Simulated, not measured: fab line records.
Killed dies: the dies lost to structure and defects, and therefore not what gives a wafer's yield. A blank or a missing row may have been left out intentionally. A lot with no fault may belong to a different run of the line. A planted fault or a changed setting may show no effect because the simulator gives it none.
fab line records    flow gf180mcu
record: lots: 6  wafers: 18  lastDay: 34
route steps=602 shown M1@319 PASSIVATION@602
lots that met no fault: from a run of the same line without faults
startH: hours from the record's opening day to when the first of the lot's shown wafers began    waitH: hours elapsed since this lot's preceding step    " unchanged from the row above    L1.1+2: a single row standing in for several wafers    - no value present, or no start provided    * or withheld: withheld    < > ~ a bound
route shown NAME@n: names a module that has steps shown in the file, with the first one's number in the route    usual: mean/standard deviation of fault-free wafers    same: alike in all rows    chamber/n: place in a boat    sites: per-site readings    _std_site: standard deviation across them    _edge_site: inner sites' mean taken away from outer sites' mean    radiusMm: for every site, how far away it sits from the centre of the wafer    mask NAME#n: copy n    behind: the tool/chamber that last shaped the wafer    hold: the reason the lot was held/the length of the hold in hours/how it ended    device: transistor that didn't switch, given as n, p or np    end of line: tests run on the same wafers once the route is complete    step lacking rows: just its recipe    killed: dies that structure and defects cost at the first sort, which is not the same as the wafer's yield    map: a wafer's dies, marking killed ones x, the rest . and places with no die _
set.NAME: setting as actually run; set.NAME@STEP: the setting as run at that earlier step    model.NAME: the simulator's own value behind a step, which no gauge read
lots at selected steps of the route; one table per step, one row per wafer
services: a tool's chamber out of use, with start hour (startH, from the record's first day; less than 0 if before it), hours out, and reason
== steps ==
step: GF_M1_SPUTTER_04
recipe: material: TiN  targetThkNm: 50  powerW: 6500  timeS: 41.7  chamberPressurePa: 0.4
usual: throttleValvePct: 29.8/1.4
lot.wafer  tool           chamber  startH  waitH  throttleValvePct
L609.2     pvdSputter-04  -        367.32  0.0    30.3
L609.3     "              -        "       "      27.2
L609.5     "              -        "       "      30.2
L611.1     pvdSputter-01  -        385.57  0.0    31.1
L611.5     "              -        "       "      29.7
L611.6     "              -        "       "      31.0
L621.1     pvdSputter-01  -        466.58  0.0    29.6
L621.5     "              -        "       "      30.8
L621.6     "              -        "       "      32.1
L622.2     pvdSputter-04  -        476.54  0.0    29.5
L622.3     "              -        "       "      26.9
L622.6     "              -        "       "      27.2
L631.3     pvdSputter-04  -        553.47  0.0    27.2
L631.4     "              -        "       "      29.6
L631.6     "              -        "       "      30.4
L632.2     pvdSputter-02  -        563.02  0.0    28.2
L632.4     "              -        "       "      30.9
L632.5     "              -        "       "      30.7
step: GF_M1_RS_MEAS_05
recipe: thkMeasGauge: four-point-probe  reads: TiN_of_M1_SPUTTER_04+Ti_of_M1_SPUTTER_03+AlCu_of_M1_SPUTTER_02+TiN_of_M1_SPUTTER_01+Ti_of_M1_SPUTTER_00
usual: M1_ALCU_RS: 0.0695/0.00078
lot.wafer  tool          chamber  startH  waitH  M1_ALCU_RS[ohm/sq]
L609.2     filmMetro-02  -        367.38  0.0    0.0696
L609.3     "             -        "       "      0.0685
L609.5     "             -        "       "      0.0690
L611.1     filmMetro-01  -        385.61  0.0    0.0710
L611.5     "             -        "       "      0.0707
L611.6     "             -        "       "      0.0705
L621.1     filmMetro-02  -        466.62  0.0    0.0703
L621.5     "             -        "       "      0.0706
L621.6     "             -        "       "      0.0710
L622.2     filmMetro-01  -        476.60  0.0    0.0693
L622.3     "             -        "       "      0.0692
L622.6     "             -        "       "      0.0688
L631.3     filmMetro-01  -        553.55  0.1    0.0688
L631.4     "             -        "       "      0.0691
L631.6     "             -        "       "      0.0687
L632.2     filmMetro-02  -        563.08  0.0    0.0695
L632.4     "             -        "       "      0.0697
L632.5     "             -        "       "      0.0699
step: GF_M1_THK_MEAS_06
recipe: thkMeasGauge: xrf  reads: AlCu_of_M1_SPUTTER_02
usual: M1_ALCU_THK: 449/6.3
lot.wafer  tool          chamber  startH  waitH  M1_ALCU_THK[nm]
L609.2     filmMetro-02  -        367.49  0.1    448
L609.3     "             -        "       "      454
L609.5     "             -        "       "      452
L611.1     filmMetro-01  -        385.73  0.1    440
L611.5     "             -        "       "      441
L611.6     "             -        "       "      443
L621.1     filmMetro-02  -        466.74  0.1    443
L621.5     "             -        "       "      442
L621.6     "             -        "       "      440
L622.2     filmMetro-01  -        476.71  0.1    451
L622.3     "             -        "       "      452
L622.6     "             -        "       "      455
L631.3     filmMetro-01  -        553.65  0.1    452
L631.4     "             -        "       "      454
L631.6     "             -        "       "      453
L632.2     filmMetro-02  -        563.19  0.1    444
L632.4     "             -        "       "      444
L632.5     "             -        "       "      442
step: GF_M1_DEHYDRATE_07
recipe: tempC: 200  timeS: 60
step: GF_M1_HMDS_08
recipe: primeTimeS: 60  primeTempC: 120
step: GF_M1_COAT_09
recipe: resist: KrF  spinRpm: withheld  resistThkNm: 1000
step: GF_M1_SOFTBAKE_10
recipe: tempC: 130  timeS: 60  resist: KrF
step: GF_M1_EXPOSE_11
recipe: maskId: Metal1  targetCdNm: 230  na: 0.68  sourceShape: conventional  sigmaOuter: 0.6  doseMj: 28
step: GF_M1_PEB_12
recipe: pebTempC: 135  pebTimeS: 90  resist: KrF
step: GF_M1_DEVELOP_13
recipe: developTimeS: 60  devTempC: 21
step: GF_M1_CD_MEAS_14
recipe: targetCdNm: 230
usual: cdNm: 230.1/1.2
lot.wafer  tool      chamber  startH  waitH  cdNm
L609.2     cdSem-02  -        389.90  0.1    228.2
L609.3     "         -        "       "      227.7
L609.5     "         -        "       "      227.3
L611.1     cdSem-01  -        409.00  0.1    230.7
L611.5     "         -        "       "      229.2
L611.6     "         -        "       "      229.9
L621.1     cdSem-01  -        490.53  0.1    230.2
L621.5     "         -        "       "      230.1
L621.6     "         -        "       "      229.7
L622.2     cdSem-02  -        499.95  0.1    229.5
L622.3     "         -        "       "      229.1
L622.6     "         -        "       "      229.2
L631.3     cdSem-02  -        575.71  0.1    230.4
L631.4     "         -        "       "      230.4
L631.6     "         -        "       "      231.8
L632.2     cdSem-02  -        584.77  0.1    228.8
L632.4     "         -        "       "      229.1
L632.5     "         -        "       "      229.1
step: GF_M1_OVL_MEAS_15
usual: M1_OVL: 1/5.4
lot.wafer  tool        chamber  startH  waitH  M1_OVL[nm]
L609.2     overlay-02  -        390.00  0.1    7
L609.3     "           -        "       "      3
L609.5     "           -        "       "      4
L611.1     overlay-02  -        409.12  0.1    -4
L611.5     "           -        "       "      3
L611.6     "           -        "       "      -2
L621.1     overlay-01  -        490.65  0.1    -8
L621.5     "           -        "       "      5
L621.6     "           -        "       "      -2
L622.2     overlay-02  -        500.05  0.1    -1
L622.3     "           -        "       "      4
L622.6     "           -        "       "      -1
L631.3     overlay-01  -        575.81  0.1    10
L631.4     "           -        "       "      2
L631.6     "           -        "       "      5
L632.2     overlay-01  -        584.87  0.1    2
L632.4     "           -        "       "      2
L632.5     "           -        "       "      2
step: GF_M1_METAL_ETCH_16
recipe: chemistry: Cl2/BCl3  maskMaterial: KrF  targetDepthNm: 627.5  stopOn: SiO2  pressureMtorr: 8  icpW: 800  biasW: 140  Cl2_flow_sccm: 80  bcl3FlowSccm: 40  timeS: 104.6
usual: drypumpMotorCurrentA: 5.5/0.46  oesProductAu: 0.972/0.0068  throttleValvePct: 28.249/0.0099
lot.wafer  tool         chamber  startH  waitH  drypumpMotorCurrentA  oesProductAu  rfHoursCounterH  throttleValvePct  model.M1.featureDepthNm  model.etch.depthNm  model.KrF_of_M1_COAT_09.thkNm
L609.2     rieMetal-03  0        390.03  0.0    5.7                   0.971         4.3              28.241            600.6                    600.6               735.5
L609.3     "            0        "       "      5.7                   0.971         -                28.243            606.3                    606.3               732.6
L609.5     "            0        "       "      5.7                   0.971         -                28.256            603.8                    603.8               730
L611.1     rieMetal-03  0        409.15  0.0    5.7                   0.965         4.7              28.251            594.5                    594.5               729
L611.5     "            1        "       "      5.5                   0.969         -                28.262            596.8                    596.8               729.3
L611.6     "            0        "       "      5.7                   0.970         -                28.243            597.9                    597.9               731.3
L621.1     rieMetal-03  1        490.68  0.0    5.5                   0.792         7.4              28.442            421.6                    421.6               814.4
L621.5     "            1        "       "      5.5                   0.793         -                28.450            420.8                    420.8               816.4
L621.6     "            0        "       "      5.7                   0.962         -                28.260            592                      592                 733.7
L622.2     rieMetal-03  1        500.08  0.0    5.5                   0.781         7.7              28.463            414.4                    414.4               820.7
L622.3     "            1        "       "      5.5                   0.795         -                28.456            413.7                    413.7               821.5
L622.6     "            1        "       "      5.5                   0.779         -                28.449            414.4                    414.4               822.8
L631.3     rieMetal-03  1        575.87  0.1    5.5                   0.975         -                28.238            608.5                    608.5               728.8
L631.4     "            0        "       "      5.7                   0.977         -                28.241            606.9                    606.9               733.4
L631.6     "            1        "       "      5.5                   0.973         -                28.243            608                      608                 731.4
L632.2     rieMetal-01  0        584.94  0.1    6.4                   0.976         -                28.233            601.7                    601.7               735.7
L632.4     "            0        "       "      6.4                   0.971         -                28.248            601                      601                 738
L632.5     "            0        "       "      6.4                   0.975         -                28.249            600.3                    600.3               735.6
step: GF_M1_STRIP_17
recipe: chemistry: O2/N2  powerW: 1400  pressureMtorr: 1500  platenTempC: 250  o2FlowSccm: 3000  n2FlowSccm: 300  overashFraction: 0.5
usual: drypumpMotorCurrentA: 5.6/0.55  heaterPowerW: 367/65  oesProductAu: 0.558/0.0046  stripTimeToEndpointS: 7.87/0.04
lot.wafer  tool            chamber  startH  waitH  drypumpMotorCurrentA  heaterPowerW  oesProductAu  rfHoursCounterH  stripTimeToEndpointS
L609.2     plasmaAsher-03  0        390.15  0.1    6.2                   354           0.567         64               7.89
L609.3     "               0        "       "      6.2                   360           0.554         -                7.85
L609.5     "               0        "       "      6.2                   341           0.562         -                7.81
L611.1     plasmaAsher-04  1        409.27  0.1    4.7                   378           0.554         76               7.82
L611.5     "               1        "       "      4.7                   388           0.550         -                7.82
L611.6     "               0        "       "      5.8                   277           0.560         -                7.83
L621.1     plasmaAsher-03  1        490.79  0.1    5.8                   323           0.587         75               8.64
L621.5     "               0        "       "      6.2                   343           0.588         -                8.65
L621.6     "               1        "       "      5.8                   309           0.548         -                7.87
L622.2     plasmaAsher-02  0        500.19  0.1    6.0                   473           0.596         45               8.69
L622.3     "               1        "       "      4.9                   355           0.592         -                8.70
L622.6     "               0        "       "      6.0                   472           0.600         -                8.73
L631.3     plasmaAsher-04  1        575.98  0.1    4.7                   388           0.551         -                7.81
L631.4     "               0        "       "      5.8                   275           0.547         -                7.85
L631.6     "               0        "       "      5.8                   277           0.553         -                7.83
L632.2     plasmaAsher-04  1        585.13  0.1    4.7                   376           0.562         96               7.87
L632.4     "               0        "       "      5.8                   271           0.557         -                7.89
L632.5     "               0        "       "      5.8                   280           0.558         -                7.87
step: GF_M1_STRIP_18
recipe: chemistry: postEtchResidueRemover  timeS: 1200  tempC: 72.5
step: GF_PASSIVATION_PROBE_99
lot.wafer   tool       chamber  startH  waitH  model.etest.nmos_6p0_nat.short  model.etest.ring_6p0.noRing  model.etest.nplusSal.short  model.etest.isoPplusPwell.overLimit  model.etest.metTop.short  model.etest.via5Chain.short  model.etest.met2Comb.overLimit  model.etest.nmos_3p3.overLimit
L609.2+3+5  prober-02  -        677.85  0.1    0                               0                            0                           0                                    0                         0                            0                               0
L611.1+5+6  prober-01  -        693.40  0.1    0                               0                            0                           0                                    0                         0                            0                               0
L621.1+5    prober-02  -        753.98  0.1    1                               1                            1                           1                                    1                         1                            1                               1
L621.6      prober-02  -        754.23  0.2    0                               0                            0                           0                                    0                         0                            0                               0
L622.2+3+6  prober-01  -        761.48  0.1    1                               1                            1                           1                                    1                         1                            1                               1
L631.3+4+6  prober-01  -        812.93  0.2    0                               0                            0                           0                                    0                         0                            0                               0
L632.2+4+5  prober-01  -        820.78  0.1    0                               0                            0                           0                                    0                         0                            0                               0
killed by level:class
L609.2 V2:geometricParticle:open=8 M4:geometricParticle:short=4 V2:geometricParticle:short=3 V3:geometricParticle:open=3 V3:geometricParticle:short=3 V4:geometricParticle:short=3 STI:geometricParticle:open=2 CONTACT:geometricParticle:short=2
L609.3 STI:geometricParticle:open=5 CONTACT:geometricParticle:open=5 CONTACT:geometricParticle:short=3 V3:geometricParticle:short=3 M4:geometricParticle:short=3 V4:geometricParticle:short=3 V5:geometricParticle:open=3 V4:geometricParticle:open=2
L609.5 CONTACT:geometricParticle:open=7 STI:geometricParticle:open=4 V1:geometricParticle:open=4 V2:geometricParticle:open=4 V4:geometricParticle:open=4 V3:geometricParticle:open=3 TOP_METAL:geometricParticle:short=3 CONTACT:geometricParticle:short=2
L611.1 CONTACT:geometricParticle:open=6 V4:geometricParticle:short=5 V3:geometricParticle:open=4 V5:geometricParticle:open=4 STI:geometricParticle:short=2 V1:geometricParticle:open=2 V2:geometricParticle:open=2 M5:geometricParticle:short=2
L611.5 V2:geometricParticle:open=8 CONTACT:geometricParticle:open=5 V5:geometricParticle:open=5 V1:geometricParticle:short=4 STI:geometricParticle:open=3 V3:geometricParticle:open=3 M4:geometricParticle:short=3 V4:geometricParticle:open=3
L611.6 V2:geometricParticle:open=11 M5:geometricParticle:short=5 STI:geometricParticle:short=4 CONTACT:geometricParticle:open=4 V2:geometricParticle:short=4 STI:geometricParticle:open=3 V1:geometricParticle:open=3 POLY_GATE:geometricParticle:open=2
L631.3 V1:geometricParticle:short=5 V2:geometricParticle:open=4 V2:geometricParticle:short=4 STI:geometricParticle:open=3 CONTACT:geometricParticle:short=3 V1:geometricParticle:open=3 V3:geometricParticle:open=3 CONTACT:geometricParticle:open=2
L631.4 V3:geometricParticle:open=4 HV_LDD:geometricParticle:open=3 M1:geometricParticle:short=3 V1:geometricParticle:short=3 V4:geometricParticle:open=3 V5:geometricParticle:open=3 STI:geometricParticle:open=2 CONTACT:geometricParticle:open=2
L631.6 V4:geometricParticle:open=5 CONTACT:geometricParticle:open=4 V3:geometricParticle:open=4 STI:geometricParticle:open=3 M1:geometricParticle:short=3 M5:geometricParticle:short=3 V5:geometricParticle:open=3 POLY_GATE:geometricParticle:open=2
L632.2 V2:geometricParticle:open=5 V2:geometricParticle:short=4 V5:geometricParticle:open=4 STI:geometricParticle:open=3 V3:geometricParticle:open=3 V4:geometricParticle:open=3 CONTACT:geometricParticle:open=2 V3:geometricParticle:short=2
L632.4 CONTACT:geometricParticle:open=7 V5:geometricParticle:open=5 V2:geometricParticle:open=5 V1:geometricParticle:open=4 M1:geometricParticle:short=4 V1:geometricParticle:short=3 M2:geometricParticle:short=3 M5:geometricParticle:short=3
L632.5 V5:geometricParticle:short=6 V1:geometricParticle:open=5 CONTACT:geometricParticle:open=4 M4:geometricParticle:short=4 STI:geometricParticle:short=3 CONTACT:geometricParticle:short=3 M1:geometricParticle:short=3 M3:geometricParticle:short=3
== services ==
tool            chamber  startH  hours  kind
plasmaAsher-04  -        352.41  3.9    repair
pvdSputter-04   -        352.43  3.0    repair
plasmaAsher-04  -        356.32  4.0    pm
pvdSputter-01   -        361.17  8.3    repair
plasmaAsher-03  -        365.83  1.2    repair
rieMetal-01     -        369.60  2.8    pm
pvdSputter-04   -        374.87  2.8    repair
plasmaAsher-04  -        388.14  4.9    repair
pvdSputter-04   -        397.49  8.1    repair
plasmaAsher-03  -        404.46  2.8    pm
pvdSputter-04   -        406.55  1.8    repair
pvdSputter-04   -        412.71  15.3   repair
pvdSputter-04   -        466.13  6.3    repair
rieMetal-03     -        474.17  1.4    pm
plasmaAsher-02  -        483.38  1.5    repair
pvdSputter-01   0        509.52  -      consumableReplace:kit
pvdSputter-01   0        509.52  18.0   scheduledDown
pvdSputter-02   -        537.28  1.4    repair
plasmaAsher-02  -        537.99  14.6   pm
plasmaAsher-04  -        543.61  2.6    repair
pvdSputter-02   -        543.85  2.1    repair
plasmaAsher-02  -        572.41  1.2    repair
pvdSputter-04   -        576.97  2.0    repair
rieMetal-01     1        582.99  19.5   repair
== key ==
firstSign: step: GF_M1_METAL_ETCH_16  reading: oesProductAu  direction: down  sigmas: 27  usual: 0.972  struck: 0.788
effect: step: GF_M1_METAL_ETCH_16  reading: throttleValvePct  direction: up  sigmas: 20  usual: 28.249  struck: 28.452
effect: step: GF_M1_STRIP_17  reading: stripTimeToEndpointS  direction: up  sigmas: 20  usual: *  struck: *
modelEffect: step: GF_M1_METAL_ETCH_16  value: M1.featureDepthNm  without: 602.5  struck: 417
modelEffect: step: GF_PASSIVATION_PROBE_99  value: etest.nmos_6p0_nat.short  without: 0  struck: 1
metAt GF_M1_METAL_ETCH_16
struckWafers L621.1,L621.5,L622.2,L622.3,L622.6
sortLeftOut L621.1,L621.5,L622.2,L622.3,L622.6
onsetBetween 409.15 490.68
fault: kind: processParameterDrift  tool: rieMetal-03  chamber: 1  onsetH: 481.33  steps: GF_M1_METAL_ETCH_16  channel: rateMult  offset: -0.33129  shape: step  endH: 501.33
sortLeftOut: the simulated sort isn't trusted on such a fault, so these wafers' sort isn't shown, and their yield isn't known
